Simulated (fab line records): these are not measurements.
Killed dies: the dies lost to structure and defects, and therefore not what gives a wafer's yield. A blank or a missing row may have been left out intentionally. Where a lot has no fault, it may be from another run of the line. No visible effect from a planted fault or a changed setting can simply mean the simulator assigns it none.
Matching of chambers :: flow sky130 :: 4 sister chambers for SKY_LI_CONTACT_ETCH_15 on rieDiel-01
The step etches PSG in C4F8/O2/Ar, stops on Si, target depth 600 nm. 8 wafers are shown with their chamber, then 7 later ones without.

## WAFERS, EACH WITH ITS CHAMBER
wafer: L076.6
chamber: 2
biasW (W): 1199
oesProductAu (a.u.): 0.834

wafer: L080.3
chamber: 3
biasW (W): 1208
oesProductAu (a.u.): 0.844

wafer: L080.5
chamber: 1
biasW (W): 1201
oesProductAu (a.u.): 0.831

wafer: L081.1
chamber: 2
biasW (W): 1202
oesProductAu (a.u.): 0.843

wafer: L081.2
chamber: 1
biasW (W): 1198
oesProductAu (a.u.): 0.832

wafer: L081.3
chamber: 3
biasW (W): 1201
oesProductAu (a.u.): 0.844

wafer: L083.1
chamber: 0
biasW (W): 1203
oesProductAu (a.u.): 0.843

wafer: L083.4
chamber: 0
biasW (W): 1202
oesProductAu (a.u.): 0.837

## WAFERS WHOSE CHAMBER IS MISSING
wafer: L083.6
biasW (W): 1198
oesProductAu (a.u.): 0.833

wafer: L085.2
biasW (W): 1197
oesProductAu (a.u.): 0.836

wafer: L085.3
biasW (W): 1201
oesProductAu (a.u.): 0.831

wafer: L085.4
biasW (W): 1200
oesProductAu (a.u.): 0.842

wafer: L089.2
biasW (W): 1201
oesProductAu (a.u.): 0.831

wafer: L089.5
biasW (W): 1202
oesProductAu (a.u.): 0.834

wafer: L089.6
biasW (W): 1204
oesProductAu (a.u.): 0.833

## WHICH CHAMBER EACH WENT THROUGH
wafer: L083.6
from the rows above: can't be placed: 1 or 2 or 0
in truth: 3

wafer: L085.2
from the rows above: can't be placed: 2 or 1 or 0 or 3
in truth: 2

wafer: L085.3
from the rows above: can't be placed: 1 or 2 or 0
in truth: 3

wafer: L085.4
from the rows above: can't be placed: 2 or 0 or 3 or 1
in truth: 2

wafer: L089.2
from the rows above: can't be placed: 1 or 2 or 0
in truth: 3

wafer: L089.5
from the rows above: can't be placed: 1 or 2 or 0 or 3
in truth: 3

wafer: L089.6
from the rows above: can't be placed: 1 or 2 or 0 or 3
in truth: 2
Correct placement for 0 of the 7. Not placeable from these rows: 7 (in 4, the candidates include the true chamber). Wrongly placed: 0.
How it was worked out, from the rows above alone: a wafer's distance from a chamber is the root of the sum, over the readings, of the square of ((its reading less the chamber's mean) divided by the reading's scatter). The wafer belongs to the nearest chamber; if the next one is less than 2 further off, it can't be placed. A chamber's mean is the mean of its shown wafers. The scatter: take each reading less its chamber's mean, square it, sum over the shown wafers, divide by the number of wafers less the number of chambers, and take the root.
